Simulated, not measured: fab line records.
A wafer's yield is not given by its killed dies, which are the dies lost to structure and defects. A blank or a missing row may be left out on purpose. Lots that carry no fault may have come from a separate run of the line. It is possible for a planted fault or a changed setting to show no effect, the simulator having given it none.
fab line records	flow sky130
record: lots: 6	wafers: 18	lastDay: 51
route steps=708 shown SD_P@327 RES_XHIGH@332 SD_N@342 SALICIDE@361 PAD_OPEN@708
lots untouched by any fault: they come from a run of this same line in which no faults occurred
startH: hours from the record's opening day to when the first of the lot's shown wafers began	waitH: hours elapsed since this lot's preceding step	" same as the row above	L1.1+2: one row covering several wafers at once	- no value, or no start given	* or withheld: withheld	< > ~ a bound
route shown NAME@n: a module of which the file shows steps, and the number in the route of the first	usual: the fault-free wafers' mean and standard deviation	same: alike in all rows	chamber/n: place in a boat	sites: each site's reading	_std_site: how widely they spread, as a standard deviation	_edge_site: inner sites' mean taken away from outer sites' mean	radiusMm: how far each site lies from the wafer's centre	mask NAME#n: copy n	behind: tool/chamber where the wafer was last shaped	hold: reason for holding the lot/hours on hold/outcome of the hold	device: the transistor (n, p or np) that didn't switch	end of line: at the end of the route, the tests of the same wafers	where a step has no rows: the recipe by itself	killed: dies lost to structure and defects at the first sort, not the wafer's yield	map: per-die view of a wafer (x killed, . not killed, _ where there is no die)
set.NAME: the run value of the setting; set.NAME@STEP: its run value at that earlier step	model.NAME: the simulator's own value behind a step, which no gauge read
lots seen at some steps along the route; tables by step, rows by wafer
services: the hour from which a tool's chamber was out of use, counted from the record's first day as startH (under 0 if before that day), plus the number of hours and why
== steps ==
step: SKY_SD_P_CD_MEAS_07
recipe: targetCdNm: 380
usual: cdNm: 379.7/2.7
lot.wafer	tool	chamber	startH	waitH	cdNm
L544.1	cdSem-01	-	619.46	0.1	380.1
L544.2	"	-	"	"	381.0
L544.4	"	-	"	"	379.2
L546.2	cdSem-02	-	644.88	0.1	377.7
L546.3	"	-	"	"	378.9
L546.4	"	-	"	"	378.2
L555.2	cdSem-01	-	714.13	0.1	377.8
L555.4	"	-	"	"	380.1
L555.6	"	-	"	"	378.6
L556.1	cdSem-01	-	719.02	0.5	378.0
L556.3	"	-	"	"	378.9
L556.6	"	-	"	"	379.5
L563.1	cdSem-01	-	769.64	0.1	377.7
L563.2	"	-	"	"	376.8
L563.4	"	-	"	"	376.4
L564.2	cdSem-02	-	782.99	0.1	377.7
L564.3	"	-	"	"	377.8
L564.6	"	-	"	"	377.2
step: SKY_SD_P_OVL_MEAS_08
usual: SD_P_OVL: 0.8/1.2
lot.wafer	tool	chamber	startH	waitH	SD_P_OVL[nm]
L544.1	overlay-01	-	619.58	0.1	2.5
L544.2	"	-	"	"	4.0
L544.4	"	-	"	"	1.6
L546.2	overlay-01	-	644.98	0.1	-1.4
L546.3	"	-	"	"	0.8
L546.4	"	-	"	"	1.3
L555.2	overlay-02	-	714.24	0.1	0.5
L555.4	"	-	"	"	1.2
L555.6	"	-	"	"	-0.7
L556.1	overlay-01	-	719.14	0.1	0.6
L556.3	"	-	"	"	0.6
L556.6	"	-	"	"	-0.2
L563.1	overlay-02	-	769.76	0.1	2.6
L563.2	"	-	"	"	1.3
L563.4	"	-	"	"	2.2
L564.2	overlay-02	-	783.09	0.1	-0.2
L564.3	"	-	"	"	0.1
L564.6	"	-	"	"	0.2
step: SKY_SD_P_IMPLANT_09
recipe: species: BF2	energyKev: 20	doseCm2: 3e+15	tiltDeg: 0
step: SKY_SD_P_STRIP_10
recipe: chemistry: O2/N2	powerW: 1400	pressureMtorr: 1500	platenTempC: withheld	o2FlowSccm: 3000	n2FlowSccm: 300	overashFraction: 0.5
usual: drypumpMotorCurrentA: 5.84/0.15	oesProductAu: 0.618/0.0047	stripTimeToEndpointS: 17.50/0.046
lot.wafer	tool	chamber	startH	waitH	drypumpMotorCurrentA	oesProductAu	rfHoursCounterH	stripTimeToEndpointS
L544.1	plasmaAsher-01	1	619.76	0.1	5.73	0.620	95	17.46
L544.2	"	0	"	"	5.57	0.616	95	17.49
L544.4	"	1	"	"	5.75	0.616	-	17.46
L546.2	plasmaAsher-02	1	645.16	0.1	5.73	0.619	83	17.50
L546.3	"	1	"	"	5.73	0.613	-	17.49
L546.4	"	0	"	"	5.96	0.620	-	17.49
L555.2	plasmaAsher-04	1	714.42	0.1	5.76	0.619	58	17.44
L555.4	"	1	"	"	5.73	0.617	-	17.43
L555.6	"	0	"	"	6.07	0.609	-	17.42
L556.1	plasmaAsher-02	0	719.33	0.1	5.94	0.618	91	17.43
L556.3	"	0	"	"	5.96	0.616	-	17.43
L556.6	"	1	"	"	5.73	0.622	-	17.45
L563.1	plasmaAsher-04	1	769.95	0.1	5.74	0.610	64	17.51
L563.2	"	0	"	"	6.05	0.615	64	17.50
L563.4	"	0	"	"	6.05	0.621	-	17.51
L564.2	plasmaAsher-04	1	783.27	0.1	5.81	0.614	65	17.51
L564.3	"	0	"	"	6.04	0.614	-	17.55
L564.6	"	0	"	"	6.05	0.618	-	17.52
step: SKY_SD_P_TW_MEAS_11
usual: SD_P_TW: 2822/39
lot.wafer	tool	chamber	startH	waitH	SD_P_TW
L544.1	filmMetro-04	-	619.86	0.1	2837
L544.2	"	-	"	"	2839
L544.4	"	-	"	"	2847
L546.2	filmMetro-01	-	645.27	0.1	2785
L546.3	"	-	"	"	2795
L546.4	"	-	"	"	2795
L555.2	filmMetro-01	-	714.53	0.1	2761
L555.4	"	-	"	"	2762
L555.6	"	-	"	"	2765
L556.1	filmMetro-01	-	719.43	0.1	2767
L556.3	"	-	"	"	2769
L556.6	"	-	"	"	2752
L563.1	filmMetro-04	-	770.05	0.1	2832
L563.2	"	-	"	"	2830
L563.4	"	-	"	"	2827
L564.2	filmMetro-04	-	783.38	0.1	2840
L564.3	"	-	"	"	2831
L564.6	"	-	"	"	2849
step: SKY_RES_XHIGH_DEHYDRATE_00
recipe: tempC: 200	timeS: 60
step: SKY_RES_XHIGH_HMDS_01
recipe: primeTimeS: 60	primeTempC: 120
step: SKY_RES_XHIGH_COAT_02
recipe: resist: NOVOLAK	spinRpm: 3000	resistThkNm: 1140
step: SKY_RES_XHIGH_SOFTBAKE_03
recipe: tempC: 90	timeS: 60	resist: NOVOLAK
step: SKY_RES_XHIGH_EXPOSE_04
recipe: maskId: URPM	na: 0.6	sourceShape: conventional	sigmaOuter: 0.6	polarization: unpolarized	targetCdNm: 1270	doseMj: 140
step: SKY_RES_XHIGH_PEB_05
recipe: tempC: withheld	timeS: *	resist: NOVOLAK
step: SKY_RES_XHIGH_DEVELOP_06
recipe: resist: NOVOLAK	developer: TMAH	developTimeS: 60	devTempC: 23
step: SKY_RES_XHIGH_IMPLANT_07
recipe: species: BF2	energyKev: 20	doseCm2: 3.6e+14	tiltDeg: 0
usual: tiltDeg: 0.004/0.02
lot.wafer	tool	chamber	startH	waitH	tiltDeg
L544.1	implanter-04	0	649.51	0.1	-0.009
L544.2	"	0	"	"	0.005
L544.4	"	0	"	"	-0.006
L546.2	implanter-01	0	674.83	0.1	-0.033
L546.3	"	0	"	"	-0.004
L546.4	"	0	"	"	-0.004
L555.2	implanter-04	0	743.54	0.1	0.006
L555.4	"	0	"	"	0.006
L555.6	"	0	"	"	-0.033
L556.1	implanter-04	0	747.66	0.1	-0.026
L556.3	"	0	"	"	-0.024
L556.6	"	0	"	"	0.007
L563.1	implanter-01	0	797.37	0.1	0.040
L563.2	"	0	"	"	0.005
L563.4	"	0	"	"	-0.001
L564.2	implanter-03	0	810.73	0.1	-0.019
L564.3	"	0	"	"	0.036
L564.6	"	0	"	"	0.021
step: SKY_RES_XHIGH_STRIP_08
recipe: chemistry: O2/N2	powerW: 1400	pressureMtorr: 1500	platenTempC: withheld	o2FlowSccm: 3000	n2FlowSccm: 300	overashFraction: 0.5
usual: drypumpMotorCurrentA: 5.70/0.24	oesProductAu: 0.711/0.0041	stripTimeToEndpointS: 14.29/0.043
lot.wafer	tool	chamber	startH	waitH	drypumpMotorCurrentA	oesProductAu	rfHoursCounterH	stripTimeToEndpointS
L544.1	plasmaAsher-02	0	649.66	0.1	5.94	0.712	83	14.32
L544.2	"	1	"	"	5.71	0.715	83	14.32
L544.4	"	1	"	"	5.75	0.716	-	14.33
L546.2	plasmaAsher-02	0	674.96	0.1	5.92	0.706	86	14.23
L546.3	"	1	"	"	5.79	0.707	-	14.23
L546.4	"	0	"	"	5.94	0.706	-	14.26
L555.2	plasmaAsher-02	1	743.67	0.1	5.71	0.717	94	14.34
L555.4	"	0	"	"	5.94	0.711	-	14.34
L555.6	"	1	"	"	5.67	0.717	-	14.35
L556.1	plasmaAsher-01	1	747.81	0.1	5.73	0.713	1	14.23
L556.3	"	0	"	"	5.56	0.718	-	14.27
L556.6	"	1	"	"	5.72	0.716	-	14.28
L563.1	plasmaAsher-03	1	797.52	0.1	5.22	0.699	39	14.26
L563.2	"	0	"	"	5.83	0.711	39	14.31
L563.4	"	0	"	"	5.84	0.707	-	14.25
L564.2	plasmaAsher-02	0	810.86	0.1	5.94	0.715	101	14.27
L564.3	"	1	"	"	5.72	0.709	-	14.31
L564.6	"	1	"	"	5.73	0.710	-	14.28
step: SKY_RES_XHIGH_TW_MEAS_09
usual: RES_XHIGH_TW: 1648/19
lot.wafer	tool	chamber	startH	waitH	RES_XHIGH_TW
L544.1	filmMetro-04	-	649.76	0.1	1667
L544.2	"	-	"	"	1656
L544.4	"	-	"	"	1646
L546.2	filmMetro-04	-	675.07	0.1	1636
L546.3	"	-	"	"	1640
L546.4	"	-	"	"	1652
L555.2	filmMetro-02	-	743.78	0.1	1664
L555.4	"	-	"	"	1660
L555.6	"	-	"	"	1660
L556.1	filmMetro-02	-	747.91	0.1	1652
L556.3	"	-	"	"	1645
L556.6	"	-	"	"	1649
L563.1	filmMetro-04	-	797.62	0.1	1640
L563.2	"	-	"	"	1633
L563.4	"	-	"	"	1637
L564.2	filmMetro-02	-	810.97	0.1	1647
L564.3	"	-	"	"	1661
L564.6	"	-	"	"	1673
step: SKY_SD_N_DEHYDRATE_00
recipe: tempC: 200	timeS: 60
step: SKY_SD_N_HMDS_01
recipe: primeTimeS: 60	primeTempC: 120
step: SKY_SD_N_COAT_02
recipe: resist: NOVOLAK	spinRpm: 3000	resistThkNm: 1140
step: SKY_SD_N_SOFTBAKE_03
recipe: tempC: 90	timeS: 60	resist: NOVOLAK
step: SKY_SD_N_EXPOSE_04
recipe: maskId: NSDM	na: 0.6	sourceShape: conventional	sigmaOuter: 0.6	polarization: unpolarized	targetCdNm: 380	doseMj: 141
step: SKY_SD_N_PEB_05
recipe: tempC: withheld	timeS: *	resist: NOVOLAK
step: SKY_SD_N_DEVELOP_06
recipe: resist: NOVOLAK	developer: TMAH	developTimeS: 60.87	devTempC: 23
step: SKY_SD_N_CD_MEAS_07
recipe: targetCdNm: 380
usual: cdNm: 380/3.3
lot.wafer	tool	chamber	startH	waitH	cdNm
L544.1	cdSem-01	-	678.61	0.1	376
L544.2	"	-	"	"	379
L544.4	"	-	"	"	380
L546.2	cdSem-01	-	703.66	0.1	387
L546.3	"	-	"	"	384
L546.4	"	-	"	"	385
L555.2	cdSem-02	-	771.51	0.1	380
L555.4	"	-	"	"	378
L555.6	"	-	"	"	381
L556.1	cdSem-02	-	776.01	0.1	383
L556.3	"	-	"	"	383
L556.6	"	-	"	"	382
L563.1	cdSem-01	-	824.66	0.1	377
L563.2	"	-	"	"	380
L563.4	"	-	"	"	380
L564.2	cdSem-01	-	838.73	0.1	374
L564.3	"	-	"	"	376
L564.6	"	-	"	"	377
step: SKY_SD_N_OVL_MEAS_08
usual: SD_N_OVL: 0.4/1.4
lot.wafer	tool	chamber	startH	waitH	SD_N_OVL[nm]
L544.1	overlay-02	-	678.73	0.1	1.6
L544.2	"	-	"	"	1.3
L544.4	"	-	"	"	1.5
L546.2	overlay-02	-	703.77	0.1	-1.4
L546.3	"	-	"	"	-0.7
L546.4	"	-	"	"	-1.1
L555.2	overlay-02	-	771.62	0.1	1.5
L555.4	"	-	"	"	2.8
L555.6	"	-	"	"	2.3
L556.1	overlay-01	-	776.13	0.1	2.1
L556.3	"	-	"	"	1.0
L556.6	"	-	"	"	1.5
L563.1	overlay-01	-	824.78	0.1	-0.6
L563.2	"	-	"	"	0.5
L563.4	"	-	"	"	0.5
L564.2	overlay-01	-	838.84	0.1	-0.4
L564.3	"	-	"	"	1.7
L564.6	"	-	"	"	1.0
step: SKY_SD_N_IMPLANT_09
recipe: species: As	energyKev: 50	doseCm2: 4e+15	tiltDeg: 0
step: SKY_SD_N_IMPLANT_10
recipe: species: P	energyKev: 20	doseCm2: 1e+14	tiltDeg: 0
step: SKY_SD_N_STRIP_11
recipe: chemistry: O2/N2	powerW: 1420	pressureMtorr: 1500	platenTempC: withheld	o2FlowSccm: 3000	n2FlowSccm: 300	overashFraction: 0.5
usual: drypumpMotorCurrentA: 5.74/0.28	oesProductAu: 0.531/0.0045	stripTimeToEndpointS: 22.29/0.041
lot.wafer	tool	chamber	startH	waitH	drypumpMotorCurrentA	oesProductAu	rfHoursCounterH	stripTimeToEndpointS
L544.1	plasmaAsher-03	1	679.07	0.1	5.17	0.533	26	22.26
L544.2	"	0	"	"	5.80	0.529	26	22.28
L544.4	"	0	"	"	5.84	0.524	-	22.31
L546.2	plasmaAsher-02	0	704.10	0.1	5.94	0.526	89	22.22
L546.3	"	1	"	"	5.71	0.534	-	22.29
L546.4	"	0	"	"	5.96	0.530	-	22.28
L555.2	plasmaAsher-04	0	771.95	0.1	6.05	0.541	64	22.28
L555.4	"	1	"	"	5.78	0.533	-	22.36
L555.6	"	1	"	"	5.78	0.534	-	22.30
L556.1	plasmaAsher-03	0	776.47	0.1	5.86	0.519	37	22.25
L556.3	"	1	"	"	5.23	0.529	-	22.27
L556.6	"	0	"	"	5.84	0.533	-	22.27
L563.1	plasmaAsher-03	0	825.11	0.1	5.83	0.536	41	22.32
L563.2	"	1	"	"	5.20	0.527	41	22.29
L563.4	"	0	"	"	5.82	0.526	-	22.28
L564.2	plasmaAsher-04	1	839.17	0.1	5.77	0.529	73	22.31
L564.3	"	1	"	"	5.80	0.526	-	22.36
L564.6	"	1	"	"	5.77	0.524	-	22.33
step: SKY_SD_N_TW_MEAS_12
usual: SD_N_TW: 3970/52
lot.wafer	tool	chamber	startH	waitH	SD_N_TW
L544.1	filmMetro-04	-	679.17	0.1	3976
L544.2	"	-	"	"	3972
L544.4	"	-	"	"	3983
L546.2	filmMetro-01	-	704.21	0.1	3881
L546.3	"	-	"	"	3895
L546.4	"	-	"	"	3893
L555.2	filmMetro-01	-	772.06	0.1	3928
L555.4	"	-	"	"	3926
L555.6	"	-	"	"	3936
L556.1	filmMetro-01	-	776.57	0.1	3909
L556.3	"	-	"	"	3937
L556.6	"	-	"	"	3912
L563.1	filmMetro-01	-	825.21	0.1	3916
L563.2	"	-	"	"	3895
L563.4	"	-	"	"	3909
L564.2	filmMetro-04	-	839.28	0.1	3962
L564.3	"	-	"	"	3958
L564.6	"	-	"	"	3971
step: SKY_SD_N_CLEAN_13
recipe: chemistry: SC1/SC2	mix: 1:4:20	tempC: 70	timeS: 150	dry: n2Spin
step: SKY_SD_N_RTA_14
recipe: tempC: 1075	timeS: 2	idleTempC: 650	rampUpCPerS: 150	rampDownCPerS: 90	ambient: N2
usual: lampPowerPct: 15.73/0.053	wafer_temp_C_max: 1078.1/1.3
lot.wafer	tool	chamber	startH	waitH	lampPowerPct	wafer_temp_C_max
L544.1	rtpAnneal-01	0	679.28	0.0	15.75	1079.6
L544.2	"	0	"	"	15.75	1075.8
L544.4	"	0	"	"	15.75	1081.6
L546.2	rtpAnneal-01	0	704.32	0.0	15.79	1075.6
L546.3	"	0	"	"	15.73	1077.2
L546.4	"	0	"	"	15.72	1077.1
L555.2	rtpAnneal-02	0	772.17	0.0	15.69	1078.1
L555.4	"	0	"	"	15.75	1078.8
L555.6	"	0	"	"	15.77	1078.5
L556.1	rtpAnneal-01	0	776.68	0.0	15.70	1077.8
L556.3	"	0	"	"	15.76	1078.9
L556.6	"	0	"	"	15.74	1078.4
L563.1	rtpAnneal-02	0	825.33	0.0	15.79	1077.8
L563.2	"	0	"	"	15.73	1077.3
L563.4	"	0	"	"	15.82	1076.1
L564.2	rtpAnneal-01	0	839.39	0.0	15.67	1075.5
L564.3	"	0	"	"	15.86	1076.7
L564.6	"	0	"	"	15.68	1076.8
step: SKY_SD_N_RS_MEAS_16
recipe: thkMeasGauge: four-point-probe
usual: SD_N_RS: 68.55/0.12
lot.wafer	tool	chamber	startH	waitH	SD_N_RS[ohm/sq]
L544.1	filmMetro-02	-	679.45	0.1	68.85
L544.2	"	-	"	"	68.62
L544.4	"	-	"	"	68.57
L546.2	filmMetro-04	-	704.51	0.1	68.55
L546.3	"	-	"	"	68.45
L546.4	"	-	"	"	68.44
L555.2	filmMetro-02	-	772.35	0.1	68.65
L555.4	"	-	"	"	68.73
L555.6	"	-	"	"	68.62
L556.1	filmMetro-04	-	776.85	0.1	68.31
L556.3	"	-	"	"	68.31
L556.6	"	-	"	"	68.43
L563.1	filmMetro-02	-	825.50	0.1	68.60
L563.2	"	-	"	"	68.41
L563.4	"	-	"	"	68.59
L564.2	filmMetro-01	-	839.58	0.1	68.47
L564.3	"	-	"	"	68.40
L564.6	"	-	"	"	68.57
step: SKY_SD_N_RS_MEAS_17
recipe: thkMeasGauge: four-point-probe
usual: SD_P_RS: 147.1/0.38
lot.wafer	tool	chamber	startH	waitH	SD_P_RS[ohm/sq]
L544.1	filmMetro-02	-	679.57	0.1	147.4
L544.2	"	-	"	"	147.5
L544.4	"	-	"	"	147.1
L546.2	filmMetro-04	-	704.63	0.1	146.7
L546.3	"	-	"	"	146.6
L546.4	"	-	"	"	146.3
L555.2	filmMetro-02	-	772.47	0.1	147.4
L555.4	"	-	"	"	147.6
L555.6	"	-	"	"	147.4
L556.1	filmMetro-04	-	776.97	0.1	146.1
L556.3	"	-	"	"	146.4
L556.6	"	-	"	"	146.5
L563.1	filmMetro-02	-	825.62	0.1	146.9
L563.2	"	-	"	"	146.9
L563.4	"	-	"	"	147.0
L564.2	filmMetro-01	-	839.70	0.1	147.1
L564.3	"	-	"	"	146.9
L564.6	"	-	"	"	146.5
step: SKY_SD_N_RS_MEAS_18
recipe: thkMeasGauge: four-point-probe
usual: RES_XHIGH_RS: 333.1/1.1
lot.wafer	tool	chamber	startH	waitH	RES_XHIGH_RS[ohm/sq]
L544.1	filmMetro-02	-	679.69	0.1	331.7
L544.2	"	-	"	"	332.7
L544.4	"	-	"	"	332.3
L546.2	filmMetro-04	-	704.75	0.1	332.2
L546.3	"	-	"	"	332.5
L546.4	"	-	"	"	331.7
L555.2	filmMetro-02	-	772.59	0.1	345.9
L555.4	"	-	"	"	345.8
L555.6	"	-	"	"	345.3
L556.1	filmMetro-04	-	777.09	0.1	346.1
L556.3	"	-	"	"	345.6
L556.6	"	-	"	"	346.2
L563.1	filmMetro-02	-	825.74	0.1	332.5
L563.2	"	-	"	"	333.4
L563.4	"	-	"	"	334.1
L564.2	filmMetro-01	-	839.82	0.1	333.0
L564.3	"	-	"	"	332.6
L564.6	"	-	"	"	332.4
step: SKY_SALICIDE_CLEAN_00
recipe: chemistry: HF-last	timeS: 30	dilution: 100:1	dry: ipaMarangoni
step: SKY_PAD_OPEN_PROBE_99
usual: killed_at_M0_to_M3: 43/6.8	killed_at_M4_up: 3.3/1.9	killedAtContacts: 24/5.3	killedAtFrontEnd: 14/4.3	killedDies: 85/9.8	killedOpen: 46/8	killedShort: 39/5.9
same: grossDies: 492	killedAtBackSide: 0	killedAtOther: 0
lot.wafer	tool	chamber	startH	waitH	killed_at_M0_to_M3	killed_at_M4_up	killedAtContacts	killedAtFrontEnd	killedDies	killedOpen	killedShort	model.etest.resXhighPo.rsOhmSqRange
L544.1	prober-02	-	1112.87	0.1	26	2	30	15	73	43	30	157
L544.2	prober-02	-	1112.92	0.1	31	4	21	12	68	30	38	151.6
L544.4	prober-02	-	1113.02	0.2	52	2	24	14	92	58	34	136.5
L546.2	prober-02	-	1128.93	0.1	40	1	24	15	80	39	41	27.56
L546.3	prober-02	-	1128.98	0.2	38	4	27	12	81	44	37	46.29
L546.4	prober-02	-	1129.03	0.2	35	5	29	12	81	42	39	51.28
L555.2	prober-01	-	1177.71	0.1	32	3	25	20	80	44	36	1711
L555.4	prober-01	-	1177.81	0.2	30	4	22	9	65	42	23	1707
L555.6	prober-01	-	1177.91	0.2	45	8	27	27	107	61	46	1678
L556.1	prober-02	-	1181.72	0.1	45	2	22	17	86	43	43	1652
L556.3	prober-02	-	1181.82	0.2	42	2	26	17	87	50	37	1624
L556.6	prober-02	-	1181.97	0.2	51	2	25	15	93	52	41	1720
L563.1	prober-01	-	1210.83	0.1	47	3	15	10	75	31	44	126
L563.2	prober-01	-	1210.88	0.1	63	4	18	11	96	53	43	109.1
L563.4	prober-01	-	1210.98	0.2	50	6	21	12	89	48	41	82.59
L564.2	prober-02	-	1220.07	0.1	41	3	22	11	77	43	34	64.79
L564.3	prober-02	-	1220.12	0.2	47	4	27	18	96	47	49	51.69
L564.6	prober-02	-	1220.27	0.2	57	2	19	14	92	53	39	102.9
killed by level:class
L544.1 CONTACT:geometricParticle:open=16 VIA1:geometricParticle:open=9 LOCAL_INTERCONNECT:geometricParticle:short=8 FIELD_ISO:geometricParticle:open=4 POLY_GATE:geometricParticle:short=3 SPACER:geometricParticle:open=3 LI_CONTACT:geometricParticle:open=3 METAL1:geometricParticle:short=3
L544.2 LI_CONTACT:geometricParticle:open=7 VIA1:geometricParticle:open=6 SPACER:geometricParticle:short=5 VIA1:geometricParticle:short=5 CONTACT:geometricParticle:open=5 METAL1:geometricParticle:short=5 METAL2:geometricParticle:short=4 CONTACT:geometricParticle:short=4
L544.4 VIA1:geometricParticle:open=13 CONTACT:geometricParticle:open=10 VIA1:geometricParticle:short=7 POLY_GATE:geometricParticle:open=6 VIA3:geometricParticle:open=6 LI_CONTACT:geometricParticle:open=6 VIA2:geometricParticle:open=6 VIA3:geometricParticle:short=5
L546.2 CONTACT:geometricParticle:open=11 VIA1:geometricParticle:short=7 METAL1:geometricParticle:short=6 VIA1:geometricParticle:open=6 CONTACT:geometricParticle:short=5 FIELD_ISO:geometricParticle:short=4 LI_CONTACT:geometricParticle:open=4 VIA2:geometricParticle:open=4
L546.3 CONTACT:geometricParticle:open=12 VIA1:geometricParticle:open=8 FIELD_ISO:geometricParticle:open=6 CONTACT:geometricParticle:short=6 VIA2:geometricParticle:open=6 METAL1:geometricParticle:short=5 VIA3:geometricParticle:open=5 FIELD_ISO:geometricParticle:short=4
L546.4 VIA2:geometricParticle:open=11 LOCAL_INTERCONNECT:geometricParticle:short=8 CONTACT:geometricParticle:short=7 CONTACT:geometricParticle:open=7 LI_CONTACT:geometricParticle:open=6 VIA3:geometricParticle:open=6 VIA1:geometricParticle:short=4 METAL4:geometricParticle:short=4
L555.2 CONTACT:geometricParticle:open=10 VIA1:geometricParticle:open=10 FIELD_ISO:geometricParticle:open=7 CONTACT:geometricParticle:short=6 FIELD_ISO:geometricParticle:short=4 LI_CONTACT:geometricParticle:open=4 VIA3:geometricParticle:open=4 METAL3:geometricParticle:short=4
L555.4 VIA1:geometricParticle:open=9 VIA2:geometricParticle:open=7 LI_CONTACT:geometricParticle:open=6 CONTACT:geometricParticle:open=6 LOCAL_INTERCONNECT:geometricParticle:short=5 FIELD_ISO:geometricParticle:open=4 VIA3:geometricParticle:open=4 METAL4:geometricParticle:short=3
L555.6 VIA1:geometricParticle:open=12 CONTACT:geometricParticle:open=11 VIA2:geometricParticle:open=10 FIELD_ISO:geometricParticle:short=8 LI_CONTACT:geometricParticle:open=8 FIELD_ISO:geometricParticle:open=5 LOCAL_INTERCONNECT:geometricParticle:short=5 METAL2:geometricParticle:short=5
L556.1 VIA1:geometricParticle:open=12 LI_CONTACT:geometricParticle:open=8 METAL2:geometricParticle:short=7 CONTACT:geometricParticle:short=6 VIA1:geometricParticle:short=6 POLY_GATE:geometricParticle:short=5 CONTACT:geometricParticle:open=4 VIA2:geometricParticle:open=4
L556.3 VIA1:geometricParticle:open=14 CONTACT:geometricParticle:open=9 VIA3:geometricParticle:open=6 FIELD_ISO:geometricParticle:short=5 POLY_GATE:geometricParticle:short=5 LI_CONTACT:geometricParticle:open=5 LOCAL_INTERCONNECT:geometricParticle:short=5 VIA1:geometricParticle:short=5
L556.6 CONTACT:geometricParticle:open=10 VIA1:geometricParticle:open=9 LI_CONTACT:geometricParticle:open=8 VIA3:geometricParticle:open=8 FIELD_ISO:geometricParticle:open=7 METAL1:geometricParticle:short=7 VIA2:geometricParticle:open=6 CONTACT:geometricParticle:short=5
L563.1 METAL2:geometricParticle:short=8 CONTACT:geometricParticle:open=7 VIA2:geometricParticle:open=6 VIA3:geometricParticle:open=5 VIA1:geometricParticle:short=5 VIA1:geometricParticle:open=5 VIA2:geometricParticle:short=5 LOCAL_INTERCONNECT:geometricParticle:short=4
L563.2 VIA1:geometricParticle:open=16 VIA3:geometricParticle:open=10 VIA1:geometricParticle:short=7 VIA2:geometricParticle:open=7 VIA3:geometricParticle:short=6 CONTACT:geometricParticle:open=6 METAL2:geometricParticle:short=6 CONTACT:geometricParticle:short=4
L563.4 CONTACT:geometricParticle:open=13 VIA1:geometricParticle:open=11 VIA3:geometricParticle:open=10 METAL2:geometricParticle:short=7 VIA2:geometricParticle:open=5 METAL4:geometricParticle:short=5 FIELD_ISO:geometricParticle:short=4 CONTACT:geometricParticle:short=4
L564.2 CONTACT:geometricParticle:open=10 VIA2:geometricParticle:open=10 POLY_GATE:geometricParticle:open=5 CONTACT:geometricParticle:short=5 VIA1:geometricParticle:open=5 LOCAL_INTERCONNECT:geometricParticle:short=4 METAL3:geometricParticle:short=4 METAL1:geometricParticle:short=4
L564.3 VIA2:geometricParticle:open=9 CONTACT:geometricParticle:open=7 FIELD_ISO:geometricParticle:short=6 LI_CONTACT:geometricParticle:open=6 LOCAL_INTERCONNECT:geometricParticle:short=6 METAL1:geometricParticle:short=6 FIELD_ISO:geometricParticle:open=5 VIA1:geometricParticle:open=5
L564.6 VIA1:geometricParticle:open=12 VIA2:geometricParticle:open=10 VIA1:geometricParticle:short=7 CONTACT:geometricParticle:open=6 FIELD_ISO:geometricParticle:short=5 LI_CONTACT:geometricParticle:open=5 METAL1:geometricParticle:short=5 VIA3:geometricParticle:open=5
== services ==
tool	chamber	startH	hours	kind
implanter-01	-	602.79	2.7	pm
implanter-03	-	614.30	2.1	repair
implanter-04	-	622.18	10.1	repair
plasmaAsher-01	-	624.99	2.8	pm
implanter-03	-	634.23	3.4	pm
implanter-04	-	634.93	3.2	repair
rtpAnneal-02	-	642.16	9.3	pm
plasmaAsher-03	-	645.12	1.2	repair
implanter-03	-	678.77	1.7	pm
plasmaAsher-01	-	678.81	9.9	repair
plasmaAsher-04	-	702.09	12.3	repair
implanter-01	-	702.20	4.0	repair
implanter-03	-	715.39	10.5	repair
plasmaAsher-01	-	729.63	2.9	repair
plasmaAsher-01	-	733.75	9.0	pm
plasmaAsher-01	0	733.75	9.0	ventCycle
plasmaAsher-01	1	733.75	9.0	ventCycle
implanter-04	-	738.01	0.9	repair
plasmaAsher-01	0	742.75	-	clean
implanter-01	-	777.20	19.7	pm
plasmaAsher-02	-	785.71	4.5	repair
plasmaAsher-01	-	820.74	14.6	pm
plasmaAsher-03	-	828.14	3.8	repair
implanter-01	-	832.25	3.6	repair
== key ==
firstSign: step: SKY_SD_N_RS_MEAS_18	reading: RES_XHIGH_RS	direction: up	sigmas: 12	usual: 333.1	struck: 345.8
effect none on later readings
modelEffect: step: SKY_PAD_OPEN_PROBE_99	value: etest.resXhighPo.rsOhmSqRange	without: 65.91	struck: 1682
metAt SKY_RES_XHIGH_IMPLANT_07
struckWafers L555.2,L555.4,L555.6,L556.1,L556.3,L556.6
testerLeftOut L555,L556
onsetBetween 649.51 743.54
fault: kind: processParameterDrift	tool: implanter-04	chamber: -	onsetH: 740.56	steps: SKY_RES_XHIGH_IMPLANT_07	channel: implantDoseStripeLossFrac	offset: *	shape: step	endH: 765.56
testerLeftOut: of these lots the tester's yield and bins aren't shown, on N5 and GAA mostly nor the transistor test; their killed dies are dies lost to structure and defects alone, not to doping, threshold or leakage, so they don't give the yield
